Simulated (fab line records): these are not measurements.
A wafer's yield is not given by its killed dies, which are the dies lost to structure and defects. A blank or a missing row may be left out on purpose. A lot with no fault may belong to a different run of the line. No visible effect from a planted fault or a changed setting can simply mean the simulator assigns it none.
Chamber matching -- flow sky130 -- SKY_CONTACT_HDPCVD_02 on hdpcvd-02: 3 sister chambers
The step deposits SiO2, target thk 565 nm, time 94.2 s. 3 wafers are shown with their chamber, then 8 later ones without.

EACH WAFER AND ITS CHAMBER
wafer,chamber,run-length-s (s)
L509.1,0,122.4
L511.4,2,123.2
L512.1,1,121.8

WAFERS WITH NO CHAMBER GIVEN
wafer,run-length-s (s)
L512.2,121.6
L512.4,122.0
L526.1,122.2
L526.3,121.9
L526.4,122.3
L528.1,122.5
L528.2,121.6
L528.6,122.3

THE CHAMBER EACH PASSED THROUGH
wafer,from the rows above,in truth
L512.2,1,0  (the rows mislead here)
L512.4,can't be placed: 1 or 0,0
L526.1,can't be placed: 0 or 1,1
L526.3,1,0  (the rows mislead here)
L526.4,0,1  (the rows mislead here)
L528.1,0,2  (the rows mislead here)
L528.2,1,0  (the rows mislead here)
L528.6,0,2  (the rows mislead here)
0 of 8 placed correctly. From these rows, 2 cannot be placed; in 2 the true chamber is one of the candidates. 6 placed wrongly.
How it was worked out, from the rows above alone: a wafer's distance from a chamber is the root of the sum, over the readings, of the square of ((its reading less the chamber's mean) divided by the reading's scatter). If the next closest chamber is less than 2 further off than the closest, the wafer can't be placed; otherwise it belongs to the closest. For every chamber, the mean is computed from those of its wafers that are shown. The scatter: root of mean squared gap, hidden wafer to nearest shown wafer, with one shown wafer a chamber.
